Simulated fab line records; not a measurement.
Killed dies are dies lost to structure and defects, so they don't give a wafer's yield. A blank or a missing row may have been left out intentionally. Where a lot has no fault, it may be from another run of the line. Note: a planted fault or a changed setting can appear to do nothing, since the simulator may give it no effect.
fab line records	flow sky130
record: lots: 11	wafers: 33	last-day: 50
route steps=708 shown METAL2@483 PAD_OPEN@708
lots with no fault: from the same line, run without faults
start-h: hours from the record's first day to the start of the lot's first wafer shown	wait-h: time in hours since the lot's previous step	" unchanged from the row above	L1.1+2: a row that stands for several wafers	- no value present, or no start provided	* or withheld: withheld	< > ~ a bound
route shown NAME@n: a module of which the file shows steps, and the number in the route of the first	usual: mean/standard deviation of fault-free wafers	same: alike in all rows	chamber/n: place in a boat	sites: readings site by site	_std_site: the values' standard deviation	_edge_site: outer sites' mean less inner sites'	radius-mm: how far each site lies from the wafer's centre	mask NAME#n: copy n	behind: the last tool/chamber to shape the wafer	hold: why the lot was held/for how many hours/how that ended	device: which transistor (n, p or np) failed to switch	end of line: the same wafers' tests at the end of the route	where a step has no rows: the recipe by itself	killed: the dies lost at the first sort to structure and to defects; this is not the yield of the wafer	map: a wafer's dies, marking killed ones x, the rest . and places with no die _
set.NAME: the setting that was run; set.NAME@STEP: the one run at that earlier step	model.NAME: the simulator's own value behind a step, which no gauge read
the route's steps for a sample of lots (tables are steps, rows are wafers)
services: the hour from which a tool's chamber was out of use, counted from the record's first day as start-h (under 0 if before that day), plus the number of hours and why
== steps ==
step: SKY_METAL2_SPUTTER_00
recipe: material: Ti	target-thk-nm: 15	power-w: 3000	time-s: 10	chamber-pressure-pa: 0.4
usual: throttle-valve-pct: 30.1/0.73
same: time-s: 10
lot.wafer	tool	chamber	start-h	wait-h	throttle-valve-pct
L652.3	pvd-sputter-02	-	791.81	0.2	29.1
L652.5	"	-	"	"	29.3
L652.6	"	-	"	"	29.5
L653.2	pvd-sputter-04	-	799.38	0.1	30.8
L653.3	"	-	"	"	29.5
L653.4	"	-	"	"	30.3
L654.2	pvd-sputter-04	-	803.30	0.2	30.4
L654.3	"	-	"	"	30.5
L654.6	"	-	"	"	31.0
L656.2	pvd-sputter-04	-	827.11	0.2	30.3
L656.5	"	-	"	"	30.1
L656.6	"	-	"	"	30.7
L660.2	pvd-sputter-04	-	852.97	0.1	30.5
L660.3	"	-	"	"	29.8
L660.6	"	-	"	"	30.5
L662.1	pvd-sputter-04	-	876.56	0.2	30.1
L662.3	"	-	"	"	30.6
L662.5	"	-	"	"	30.7
L663.1	pvd-sputter-01	-	878.96	0.1	32.3
L663.2	"	-	"	"	30.2
L663.3	"	-	"	"	29.4
L664.1	pvd-sputter-04	-	888.50	0.1	30.0
L664.2	"	-	"	"	30.6
L664.6	"	-	"	"	30.3
L667.4	pvd-sputter-01	-	910.78	0.1	32.2
L667.5	"	-	"	"	30.2
L667.6	"	-	"	"	29.6
L671.2	pvd-sputter-01	-	937.51	0.2	30.1
L671.3	"	-	"	"	32.2
L671.4	"	-	"	"	29.7
L673.1	pvd-sputter-02	-	949.17	0.2	29.5
L673.4	"	-	"	"	29.0
L673.6	"	-	"	"	29.6
step: SKY_METAL2_CD_MEAS_15
recipe: target-cd-nm: 140
usual: cd-nm: 139.7/1.3
lot.wafer	tool	chamber	start-h	wait-h	cd-nm
L652.3	cd-sem-01	-	818.88	-	139.2
L652.5	"	-	"	"	139.9
L652.6	"	-	"	"	139.3
L653.2	cd-sem-02	-	825.74	-	142.6
L653.3	"	-	"	"	140.2
L653.4	"	-	"	"	141.8
L654.2	cd-sem-02	-	829.36	-	140.3
L654.3	"	-	"	"	140.2
L654.6	"	-	"	"	142.1
L656.2	cd-sem-01	-	853.46	-	137.8
L656.5	"	-	"	"	138.3
L656.6	"	-	"	"	138.6
L660.2	cd-sem-01	-	878.56	-	142.6
L660.3	"	-	"	"	142.9
L660.6	"	-	"	"	143.4
L662.1	cd-sem-01	-	902.17	-	137.2
L662.3	"	-	"	"	139.0
L662.5	"	-	"	"	139.2
L663.1	cd-sem-02	-	904.49	-	140.3
L663.2	"	-	"	"	138.5
L663.3	"	-	"	"	139.7
L664.1	cd-sem-02	-	913.89	-	139.6
L664.2	"	-	"	"	138.5
L664.6	"	-	"	"	138.4
L667.4	cd-sem-01	-	935.75	-	138.5
L667.5	"	-	"	"	138.2
L667.6	"	-	"	"	140.6
L671.2	cd-sem-01	-	961.86	-	140.1
L671.3	"	-	"	"	139.4
L671.4	"	-	"	"	139.5
L673.1	cd-sem-02	-	973.34	-	141.6
L673.4	"	-	"	"	140.3
L673.6	"	-	"	"	140.7
step: SKY_METAL2_DESCUM_17
recipe: chemistry: O2	source-power-w: 150	bias-power-w: 0	pressure-mtorr: 10	temp-c: 40	time-s: 8
usual: drypump-motor-current-A: 5.50/0.23	oes-product-au: 1.001/0.0088
same: time-s: 8
lot.wafer	tool	chamber	start-h	wait-h	drypump-motor-current-A	oes-product-au	rf-hours-counter-h
L652.3	rie-metal-03	1	819.01	0.0	5.54	1.009	-
L652.5	"	0	"	"	5.15	0.999	-
L652.6	"	1	"	"	5.53	1.005	-
L653.2	rie-metal-03	0	825.88	0.0	5.15	0.981	11
L653.3	"	0	"	"	5.15	0.988	-
L653.4	"	1	"	"	5.55	0.997	-
L654.2	rie-metal-02	1	829.49	0.0	5.36	1.007	8
L654.3	"	0	"	"	5.55	0.997	-
L654.6	"	1	"	"	5.36	1.010	-
L656.2	rie-metal-02	0	853.60	0.0	5.55	1.010	2
L656.5	"	1	"	"	5.36	1.000	-
L656.6	"	0	"	"	5.58	1.005	-
L660.2	rie-metal-02	1	878.70	0.0	5.35	1.001	10
L660.3	"	1	"	"	5.35	1.004	-
L660.6	"	0	"	"	5.54	0.999	-
L662.1	rie-metal-02	0	902.33	0.0	5.53	1.009	3
L662.3	"	0	"	"	5.53	1.014	-
L662.5	"	1	"	"	5.34	1.006	-
L663.1	rie-metal-04	0	904.65	0.0	5.97	1.000	1
L663.2	"	1	"	"	5.44	1.000	12
L663.3	"	1	"	"	5.45	1.013	-
L664.1	rie-metal-04	0	914.05	0.0	6.01	0.998	1
L664.2	"	1	"	"	5.43	1.008	12
L664.6	"	1	"	"	5.43	1.004	-
L667.4	rie-metal-04	0	935.85	0.0	6.00	1.002	-
L667.5	"	0	"	"	6.01	0.997	-
L667.6	"	1	"	"	5.43	1.001	-
L671.2	rie-metal-04	0	962.00	0.0	5.97	1.004	4
L671.3	"	0	"	"	5.99	1.003	-
L671.4	"	1	"	"	5.46	0.996	-
L673.1	rie-metal-04	1	973.50	0.0	5.45	1.008	16
L673.4	"	0	"	"	5.96	1.002	-
L673.6	"	1	"	"	5.46	1.001	-
step: SKY_METAL2_METAL_ETCH_19
recipe: target-depth-a: 3600	stop-on: SiO2	over-etch-frac: 0.3	time-s: 78	chemistry: Cl2/BCl3	resist-sidewall-deg: 88	pressure-mtorr: 10	icp-w: 900	bias-w: 48.5	Cl2_flow_sccm: 60	bcl3-flow-sccm: 30
usual: drypump-motor-current-A: 5.50/0.23	oes-product-au: 0.854/0.012	over-etch-frac: 0.3/0	throttle-valve-pct: 22.264/0.0099
same: time-s: 78
lot.wafer	tool	chamber	start-h	wait-h	drypump-motor-current-A	oes-product-au	over-etch-frac	rf-hours-counter-h	throttle-valve-pct
L652.3	rie-metal-03	1	819.13	0.1	5.54	0.847	0.3	-	22.256
L652.5	"	0	"	"	5.15	0.842	0.3	-	22.250
L652.6	"	1	"	"	5.52	0.866	0.3	-	22.262
L653.2	rie-metal-03	0	825.97	0.0	5.14	0.861	0.3	11	22.265
L653.3	"	0	"	"	5.15	0.876	0.3	-	22.266
L653.4	"	1	"	"	5.55	0.862	0.3	-	22.283
L654.2	rie-metal-02	1	829.59	0.0	5.35	0.845	0.3	8	22.248
L654.3	"	0	"	"	5.54	0.863	0.3	-	22.260
L654.6	"	1	"	"	5.36	0.847	0.3	-	22.276
L656.2	rie-metal-02	0	853.70	0.0	5.54	0.862	0.3	2	22.258
L656.5	"	1	"	"	5.35	0.864	0.3	-	22.263
L656.6	"	0	"	"	5.55	0.866	0.3	-	22.270
L660.2	rie-metal-02	1	878.80	0.0	5.35	0.844	0.3	10	22.264
L660.3	"	1	"	"	5.33	0.841	0.3	-	22.263
L660.6	"	0	"	"	5.54	0.862	0.3	-	22.256
L662.1	rie-metal-02	0	902.42	0.0	5.56	0.844	0.3	3	22.247
L662.3	"	0	"	"	5.55	0.837	0.3	-	22.280
L662.5	"	1	"	"	5.36	0.865	0.3	-	22.284
L663.1	rie-metal-04	0	904.75	0.0	6.01	0.861	0.3	1	22.250
L663.2	"	1	"	"	5.46	0.864	0.3	12	22.250
L663.3	"	1	"	"	5.47	0.867	0.3	-	22.257
L664.1	rie-metal-04	0	914.15	0.0	5.99	0.862	0.3	1	22.266
L664.2	"	1	"	"	5.46	0.860	0.3	12	22.265
L664.6	"	1	"	"	5.45	0.873	0.3	-	22.275
L667.4	rie-metal-04	0	935.97	0.1	5.98	0.861	0.3	-	22.269
L667.5	"	0	"	"	5.98	0.856	0.3	-	22.262
L667.6	"	1	"	"	5.42	0.844	0.3	-	22.280
L671.2	rie-metal-04	0	962.10	0.0	6.00	0.845	0.3	4	22.259
L671.3	"	0	"	"	5.99	0.846	0.3	-	22.272
L671.4	"	1	"	"	5.48	0.743	0.63525	-	22.252
L673.1	rie-metal-04	1	973.60	0.0	5.47	0.756	0.63525	16	22.261
L673.4	"	0	"	"	5.98	0.835	0.3	-	22.279
L673.6	"	1	"	"	5.45	0.746	0.63525	-	22.267
step: SKY_METAL2_STRIP_20
recipe: chemistry: O2/N2	power-w: 1400	pressure-mtorr: 1500	platen-temp-c: withheld	o2-flow-sccm: 3000	n2-flow-sccm: 300	overash-fraction: 0.5
usual: drypump-motor-current-A: 5.8/0.49	oes-product-au: 0.344/0.0045	strip-time-to-endpoint-s: 2.70/0.035
lot.wafer	tool	chamber	start-h	wait-h	drypump-motor-current-A	oes-product-au	rf-hours-counter-h	strip-time-to-endpoint-s
L652.3	plasma-asher-03	0	819.22	0.1	6.1	0.349	-	2.67
L652.5	"	1	"	"	6.5	0.346	-	2.76
L652.6	"	0	"	"	6.1	0.345	-	2.65
L653.2	plasma-asher-04	0	826.06	0.1	5.0	0.343	106	2.78
L653.3	"	0	"	"	5.0	0.345	-	2.77
L653.4	"	1	"	"	5.4	0.343	-	2.72
L654.2	plasma-asher-01	0	829.68	0.1	5.8	0.347	69	2.66
L654.3	"	1	"	"	5.9	0.334	-	2.67
L654.6	"	1	"	"	5.9	0.346	-	2.68
L656.2	plasma-asher-01	1	853.79	0.1	5.9	0.344	71	2.71
L656.5	"	1	"	"	5.9	0.337	-	2.68
L656.6	"	0	"	"	5.7	0.346	-	2.70
L660.2	plasma-asher-03	1	878.89	0.1	6.5	0.349	15	2.73
L660.3	"	0	"	"	6.1	0.344	-	2.71
L660.6	"	0	"	"	6.1	0.347	-	2.72
L662.1	plasma-asher-04	0	902.51	0.1	5.0	0.349	114	2.70
L662.3	"	0	"	"	5.0	0.343	-	2.70
L662.5	"	1	"	"	5.4	0.340	-	2.69
L663.1	plasma-asher-03	1	904.84	0.1	6.4	0.341	17	2.67
L663.2	"	0	"	"	6.1	0.339	17	2.68
L663.3	"	1	"	"	6.5	0.346	-	2.73
L664.1	plasma-asher-03	0	914.24	0.1	6.1	0.342	18	2.66
L664.2	"	1	"	"	6.4	0.341	18	2.63
L664.6	"	1	"	"	6.4	0.346	-	2.68
L667.4	plasma-asher-01	0	936.06	0.1	5.8	0.342	-	2.70
L667.5	"	1	"	"	5.9	0.347	-	2.71
L667.6	"	0	"	"	5.7	0.341	-	2.73
L671.2	plasma-asher-04	0	962.19	0.1	5.0	0.346	120	2.70
L671.3	"	1	"	"	5.4	0.345	-	2.69
L671.4	"	0	"	"	5.0	0.310	-	1.99
L673.1	plasma-asher-04	0	973.69	0.1	5.0	0.312	121	1.99
L673.4	"	0	"	"	5.0	0.339	-	2.66
L673.6	"	0	"	"	5.0	0.313	-	1.97
step: SKY_PAD_OPEN_PROBE_99
usual: defect-limited-yield: 82.6/2.1	killed_at_M0_to_M3: 43/7.3	killed_at_M4_up: 3.1/1.8	killed-at-contacts: 24/5.4	killed-at-front-end: 15/4.1	killed-at-other: 0.2/0.52	killed-dies: 86/10	killed-open: 47/7.3	killed-short: 39/6.4	sort_bin_3_pad_short: 0.8/0.37	sort_bin_5_function: 10.1/1.4	sort_bin_6_memory: 6.4/1.2	sort-n-pass: 406/10	sort-yield-pct: 82.6/2.1
same: gross-dies: 492	killed-at-back-side: 0	sort_bin_4_leakage[%]: 0	sort_bin_8_speed[%]: 0
lot.wafer	tool	chamber	start-h	wait-h	defect-limited-yield[%]	killed_at_M0_to_M3	killed_at_M4_up	killed-at-contacts	killed-at-front-end	killed-at-other	killed-dies	killed-open	killed-short	sort_bin_3_pad_short[%]	sort_bin_5_function[%]	sort_bin_6_memory[%]	sort-n-pass	sort-yield-pct[%]
L652.3	prober-01	-	1074.98	0.2	83.5	44	4	22	11	0	81	36	45	1.4	10.8	4.3	411	83.5
L652.5	prober-01	-	1075.08	0.2	85.6	34	5	19	13	0	71	33	37	1.0	8.7	4.7	421	85.6
L652.6	prober-01	-	1075.13	0.2	85.2	39	2	23	9	0	73	40	33	0.8	10.0	4.1	419	85.2
L653.2	prober-02	-	1077.82	0.1	82.3	46	4	22	13	2	87	43	44	0.6	10.6	6.5	405	82.3
L653.3	prober-02	-	1077.87	0.2	80.5	41	2	33	20	0	96	43	53	1.6	10.4	7.5	396	80.5
L653.4	prober-02	-	1077.92	0.2	83.1	42	2	23	16	0	83	45	38	0.4	11.2	5.3	409	83.1
L654.2	prober-01	-	1082.87	0.1	81.9	55	3	24	6	1	89	52	37	1.0	9.6	7.5	403	81.9
L654.3	prober-01	-	1082.92	0.2	82.1	44	5	27	12	0	88	43	45	0.6	9.1	8.1	404	82.1
L654.6	prober-01	-	1083.07	0.2	81.9	42	2	30	15	0	89	50	39	1.2	9.8	7.1	403	81.9
L656.2	prober-01	-	1101.42	0.1	83.9	35	3	28	13	0	79	47	31	0.8	9.3	5.9	413	83.9
L656.5	prober-01	-	1101.57	0.2	82.9	40	3	26	14	1	84	49	34	1.2	8.1	7.7	408	82.9
L656.6	prober-01	-	1101.62	0.2	81.9	44	1	30	14	0	89	54	35	0.2	10.2	7.7	403	81.9
L660.2	prober-01	-	1121.60	0.1	88.0	32	3	17	7	0	59	29	30	0.4	7.7	3.9	433	88.0
L660.3	prober-01	-	1121.65	0.2	80.3	38	4	35	20	0	97	48	49	1.0	11.6	7.1	395	80.3
L660.6	prober-01	-	1121.80	0.2	82.9	40	4	24	15	1	84	52	32	1.2	9.3	6.5	408	82.9
L662.1	prober-01	-	1137.30	0.1	82.3	41	2	29	15	0	87	46	41	0.8	11.2	5.7	405	82.3
L662.3	prober-01	-	1137.40	0.2	85.0	43	1	17	13	0	74	44	30	1.0	8.7	5.3	418	85.0
L662.5	prober-01	-	1137.50	0.2	79.7	44	3	31	21	1	100	58	42	0.4	13.4	6.5	392	79.7
L663.1	prober-02	-	1142.10	0.1	79.9	39	3	37	20	0	99	50	49	0.6	12.6	6.9	393	79.9
L663.2	prober-02	-	1142.15	0.1	82.9	37	3	27	17	0	84	48	35	1.2	10.4	5.5	408	82.9
L663.3	prober-02	-	1142.20	0.2	80.5	44	5	35	12	0	96	56	40	1.0	12.4	6.1	396	80.5
L664.1	prober-01	-	1147.62	0.1	80.7	60	7	16	12	0	95	43	52	1.4	12.0	5.9	397	80.7
L664.2	prober-01	-	1147.67	0.1	81.5	55	0	19	17	0	91	54	37	1.0	11.8	5.7	401	81.5
L664.6	prober-01	-	1147.87	0.2	82.9	42	1	21	18	2	84	43	41	0.8	10.4	5.9	408	82.9
L667.4	prober-02	-	1165.70	0.2	84.3	44	5	13	15	0	77	48	29	1.2	8.5	5.9	415	84.3
L667.5	prober-02	-	1165.75	0.2	82.1	48	3	19	18	0	88	45	43	1.0	10.6	6.3	404	82.1
L667.6	prober-02	-	1165.80	0.2	79.7	60	5	23	12	0	100	62	38	0.6	12.2	7.5	392	79.7
L671.2	prober-02	-	1184.07	0.1	83.5	36	4	22	17	2	81	43	38	0.4	8.9	7.1	411	83.5
L671.3	prober-02	-	1184.12	0.2	81.3	55	4	18	14	1	92	52	40	1.0	10.2	7.5	400	81.3
L671.4	prober-02	-	1184.17	0.2	84.6	36	3	23	14	0	76	43	33	0.2	10.0	5.3	416	84.6
L673.1	prober-02	-	1190.63	0.1	81.7	43	5	26	16	0	90	57	33	0.8	11.6	5.9	402	81.7
L673.4	prober-02	-	1190.78	0.2	83.1	38	4	25	15	1	83	37	45	0.4	10.4	6.1	409	83.1
L673.6	prober-02	-	1190.88	0.2	86.8	28	1	20	16	0	65	38	27	0.8	8.1	4.3	427	86.8
killed by level:class
L652.3 VIA1:geometric-particle:open=11 CONTACT:geometric-particle:open=9 METAL1:geometric-particle:short=9 CONTACT:geometric-particle:short=6 METAL3:geometric-particle:short=6 VIA1:geometric-particle:short=4 SPACER:geometric-particle:short=3 LOCAL_INTERCONNECT:geometric-particle:short=3
L652.5 VIA1:geometric-particle:open=10 LI_CONTACT:geometric-particle:open=6 CONTACT:geometric-particle:open=6 METAL4:geometric-particle:short=5 VIA1:geometric-particle:short=5 FIELD_ISO:geometric-particle:open=4 CONTACT:geometric-particle:short=4 METAL2:geometric-particle:short=4
L652.6 CONTACT:geometric-particle:open=12 VIA1:geometric-particle:open=11 METAL2:geometric-particle:short=8 CONTACT:geometric-particle:short=7 METAL1:geometric-particle:short=4 VIA2:geometric-particle:open=4 FIELD_ISO:geometric-particle:short=3 LI_CONTACT:geometric-particle:open=3
L653.2 VIA2:geometric-particle:open=11 CONTACT:geometric-particle:open=8 VIA1:geometric-particle:open=7 CONTACT:geometric-particle:short=6 METAL1:geometric-particle:short=6 METAL3:geometric-particle:short=5 VIA3:geometric-particle:open=5 POLY_GATE:geometric-particle:short=4
L653.3 VIA1:geometric-particle:open=11 CONTACT:geometric-particle:open=9 LOCAL_INTERCONNECT:geometric-particle:short=6 CONTACT:geometric-particle:short=6 METAL1:geometric-particle:short=6 FIELD_ISO:geometric-particle:short=5 FIELD_ISO:geometric-particle:open=5 LI_CONTACT:geometric-particle:open=5
L653.4 LI_CONTACT:geometric-particle:open=9 VIA1:geometric-particle:open=8 VIA2:geometric-particle:open=8 VIA2:geometric-particle:short=7 CONTACT:geometric-particle:open=6 LI_CONTACT:geometric-particle:short=4 METAL1:geometric-particle:short=4 FIELD_ISO:geometric-particle:short=3
L654.2 VIA1:geometric-particle:open=16 CONTACT:geometric-particle:open=11 VIA3:geometric-particle:open=9 METAL1:geometric-particle:short=8 VIA2:geometric-particle:open=6 METAL2:geometric-particle:short=5 VIA1:geometric-particle:short=4 CONTACT:geometric-particle:short=4
L654.3 METAL1:geometric-particle:short=10 CONTACT:geometric-particle:open=9 VIA2:geometric-particle:open=8 CONTACT:geometric-particle:short=8 METAL2:geometric-particle:short=7 VIA1:geometric-particle:open=6 LI_CONTACT:geometric-particle:open=5 VIA1:geometric-particle:short=4
L654.6 CONTACT:geometric-particle:open=14 LOCAL_INTERCONNECT:geometric-particle:short=9 VIA1:geometric-particle:open=8 VIA1:geometric-particle:short=6 POLY_GATE:geometric-particle:open=5 VIA3:geometric-particle:open=5 METAL1:geometric-particle:short=5 FIELD_ISO:geometric-particle:short=4
L656.2 CONTACT:geometric-particle:open=13 VIA1:geometric-particle:open=10 LI_CONTACT:geometric-particle:open=7 VIA3:geometric-particle:open=4 CONTACT:geometric-particle:short=4 VIA2:geometric-particle:open=4 FIELD_ISO:geometric-particle:open=3 FIELD_ISO:geometric-particle:short=3
L656.5 VIA1:geometric-particle:open=11 LI_CONTACT:geometric-particle:open=10 CONTACT:geometric-particle:open=9 METAL1:geometric-particle:short=7 VIA2:geometric-particle:open=5 POLY_GATE:geometric-particle:short=4 METAL2:geometric-particle:short=4 METAL3:geometric-particle:short=4
L656.6 LI_CONTACT:geometric-particle:open=11 VIA3:geometric-particle:open=11 VIA1:geometric-particle:open=8 CONTACT:geometric-particle:open=7 VIA2:geometric-particle:open=7 FIELD_ISO:geometric-particle:short=6 VIA3:geometric-particle:short=5 LI_CONTACT:geometric-particle:short=4
L660.2 CONTACT:geometric-particle:open=7 VIA1:geometric-particle:open=5 METAL2:geometric-particle:short=5 METAL1:geometric-particle:short=4 VIA1:geometric-particle:short=4 VIA3:geometric-particle:open=4 LI_CONTACT:geometric-particle:short=3 LI_CONTACT:geometric-particle:open=3
L660.3 LOCAL_INTERCONNECT:geometric-particle:short=9 CONTACT:geometric-particle:short=9 VIA3:geometric-particle:open=9 LI_CONTACT:geometric-particle:open=8 CONTACT:geometric-particle:open=8 VIA2:geometric-particle:open=7 FIELD_ISO:geometric-particle:open=6 FIELD_ISO:geometric-particle:short=6
L660.6 CONTACT:geometric-particle:open=11 VIA1:geometric-particle:open=10 LI_CONTACT:geometric-particle:open=6 VIA3:geometric-particle:open=6 VIA1:geometric-particle:short=6 POLY_GATE:geometric-particle:open=5 LOCAL_INTERCONNECT:geometric-particle:short=5 SPACER:geometric-particle:open=4
L662.1 CONTACT:geometric-particle:open=10 VIA3:geometric-particle:open=8 VIA2:geometric-particle:open=7 CONTACT:geometric-particle:short=7 VIA1:geometric-particle:open=6 VIA1:geometric-particle:short=6 FIELD_ISO:geometric-particle:short=5 POLY_GATE:geometric-particle:open=4
L662.3 VIA1:geometric-particle:open=12 VIA3:geometric-particle:open=7 LI_CONTACT:geometric-particle:open=6 CONTACT:geometric-particle:open=6 VIA2:geometric-particle:open=5 METAL3:geometric-particle:short=5 FIELD_ISO:geometric-particle:short=4 METAL1:geometric-particle:short=4
L662.5 VIA1:geometric-particle:open=13 CONTACT:geometric-particle:open=12 LI_CONTACT:geometric-particle:open=9 FIELD_ISO:geometric-particle:open=6 LI_CONTACT:geometric-particle:short=5 METAL2:geometric-particle:short=5 VIA3:geometric-particle:open=5 METAL1:geometric-particle:short=4
L663.1 VIA1:geometric-particle:open=13 CONTACT:geometric-particle:short=11 LI_CONTACT:geometric-particle:open=9 FIELD_ISO:geometric-particle:open=8 CONTACT:geometric-particle:open=7 VIA3:geometric-particle:short=7 LOCAL_INTERCONNECT:geometric-particle:short=6 VIA3:geometric-particle:open=5
L663.2 CONTACT:geometric-particle:open=9 VIA1:geometric-particle:open=9 LI_CONTACT:geometric-particle:open=8 VIA3:geometric-particle:open=7 FIELD_ISO:geometric-particle:open=5 VIA1:geometric-particle:short=5 POLY_GATE:geometric-particle:open=4 LOCAL_INTERCONNECT:geometric-particle:short=4
L663.3 CONTACT:geometric-particle:open=15 VIA2:geometric-particle:open=10 LI_CONTACT:geometric-particle:open=8 VIA1:geometric-particle:open=8 METAL2:geometric-particle:short=7 CONTACT:geometric-particle:short=7 FIELD_ISO:geometric-particle:open=5 VIA2:geometric-particle:short=5
L664.1 VIA1:geometric-particle:open=16 VIA1:geometric-particle:short=9 METAL1:geometric-particle:short=9 VIA3:geometric-particle:short=9 POLY_GATE:geometric-particle:short=6 CONTACT:geometric-particle:open=6 LI_CONTACT:geometric-particle:open=5 CONTACT:geometric-particle:short=5
L664.2 VIA1:geometric-particle:open=13 VIA2:geometric-particle:open=11 CONTACT:geometric-particle:open=8 VIA1:geometric-particle:short=6 FIELD_ISO:geometric-particle:open=5 CONTACT:geometric-particle:short=5 METAL1:geometric-particle:short=5 METAL2:geometric-particle:short=5
L664.6 CONTACT:geometric-particle:open=8 FIELD_ISO:geometric-particle:open=7 VIA1:geometric-particle:short=7 LI_CONTACT:geometric-particle:open=6 VIA2:geometric-particle:open=6 VIA2:geometric-particle:short=5 METAL2:geometric-particle:short=5 FIELD_ISO:geometric-particle:short=4
L667.4 VIA2:geometric-particle:open=9 VIA1:geometric-particle:open=8 POLY_GATE:geometric-particle:open=7 VIA3:geometric-particle:open=7 CONTACT:geometric-particle:open=6 METAL2:geometric-particle:short=5 LI_CONTACT:geometric-particle:open=4 METAL4:geometric-particle:short=4
L667.5 VIA1:geometric-particle:short=9 CONTACT:geometric-particle:open=7 METAL2:geometric-particle:open=6 METAL1:geometric-particle:short=6 VIA3:geometric-particle:open=6 METAL2:geometric-particle:short=5 POLY_GATE:geometric-particle:open=4 VIA2:geometric-particle:short=4
L667.6 VIA1:geometric-particle:open=12 VIA3:geometric-particle:open=12 VIA2:geometric-particle:open=9 METAL1:geometric-particle:short=9 LI_CONTACT:geometric-particle:open=7 CONTACT:geometric-particle:open=5 VIA1:geometric-particle:short=5 METAL2:geometric-particle:short=5
L671.2 CONTACT:geometric-particle:open=10 VIA2:geometric-particle:open=7 VIA3:geometric-particle:open=6 VIA1:geometric-particle:open=6 METAL1:geometric-particle:short=5 FIELD_ISO:geometric-particle:short=4 LI_CONTACT:geometric-particle:open=4 LI_CONTACT:geometric-particle:short=4
L671.3 METAL1:geometric-particle:short=12 VIA3:geometric-particle:open=10 VIA1:geometric-particle:open=10 CONTACT:geometric-particle:open=7 VIA2:geometric-particle:open=6 FIELD_ISO:geometric-particle:open=5 LI_CONTACT:geometric-particle:open=5 VIA1:geometric-particle:short=4
L671.4 VIA1:geometric-particle:open=9 LI_CONTACT:geometric-particle:open=8 CONTACT:geometric-particle:open=8 FIELD_ISO:geometric-particle:short=5 POLY_GATE:geometric-particle:open=5 VIA3:geometric-particle:open=5 VIA1:geometric-particle:short=4 VIA3:geometric-particle:short=4
L673.1 VIA1:geometric-particle:open=15 CONTACT:geometric-particle:open=10 LI_CONTACT:geometric-particle:open=9 VIA1:geometric-particle:short=7 POLY_GATE:geometric-particle:open=5 VIA3:geometric-particle:open=5 METAL1:geometric-particle:short=4 POLY_GATE:geometric-particle:short=4
L673.4 VIA1:geometric-particle:open=11 CONTACT:geometric-particle:open=10 CONTACT:geometric-particle:short=6 METAL1:geometric-particle:short=6 FIELD_ISO:geometric-particle:short=5 LI_CONTACT:geometric-particle:open=5 POLY_GATE:geometric-particle:short=4 METAL2:geometric-particle:short=4
L673.6 POLY_GATE:geometric-particle:open=8 CONTACT:geometric-particle:open=8 VIA1:geometric-particle:open=8 LI_CONTACT:geometric-particle:open=5 VIA3:geometric-particle:open=5 FIELD_ISO:geometric-particle:short=3 VIA1:geometric-particle:short=3 CONTACT:geometric-particle:short=3
== services ==
tool	chamber	start-h	hours	kind
plasma-asher-03	-	768.92	2.3	repair
plasma-asher-04	-	775.26	2.3	repair
plasma-asher-01	-	776.04	47.9	pm
rie-metal-04	1	781.45	38.9	repair
pvd-sputter-02	-	790.54	0.6	repair
rie-metal-04	-	813.51	3.2	repair
rie-metal-04	-	818.18	2.8	pm
pvd-sputter-02	-	833.43	3.1	repair
pvd-sputter-04	-	839.20	1.4	repair
plasma-asher-01	-	846.90	1.4	repair
rie-metal-03	-	850.14	0.3	repair
rie-metal-02	0	861.64	10.3	repair
rie-metal-03	0	865.35	8.2	repair
plasma-asher-01	-	869.16	1.3	repair
rie-metal-04	0	873.48	1.0	repair
rie-metal-04	0	874.49	-	clean
rie-metal-03	0	875.09	6.8	repair
plasma-asher-04	-	899.95	1.8	repair
plasma-asher-04	-	912.58	1.0	repair
plasma-asher-03	-	917.22	0.3	repair
pvd-sputter-02	-	937.28	6.3	repair
plasma-asher-03	-	937.52	2.8	pm
plasma-asher-04	-	957.66	1.4	repair
plasma-asher-01	-	957.83	2.3	repair
== key ==
first-sign: step: SKY_METAL2_METAL_ETCH_19	reading: over-etch-frac	direction: up	sigmas: 99+	usual: 0.3	struck: 0.63525
effect: step: SKY_METAL2_METAL_ETCH_19	reading: oes-product-au	direction: down	sigmas: 9.1	usual: 0.854	struck: 0.749
effect: step: SKY_METAL2_STRIP_20	reading: strip-time-to-endpoint-s	direction: down	sigmas: 21	usual: *	struck: *
met-at SKY_METAL2_METAL_ETCH_19
struck-lots L671,L673
struck-wafers L671.4,L673.1,L673.6
not-acting-at SKY_METAL2_SPUTTER_00,SKY_METAL2_CD_MEAS_15,SKY_METAL2_DESCUM_17
onset-between 935.97 962.10
fault: kind: process-parameter-drift	tool: rie-metal-04	chamber: 1	onset-h: 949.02	steps: SKY_METAL2_METAL_ETCH_19	channel: over-etch-frac	offset: 0.33525	shape: step	end-h: 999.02	acts-in: these-recipes-only	stated: 0.3
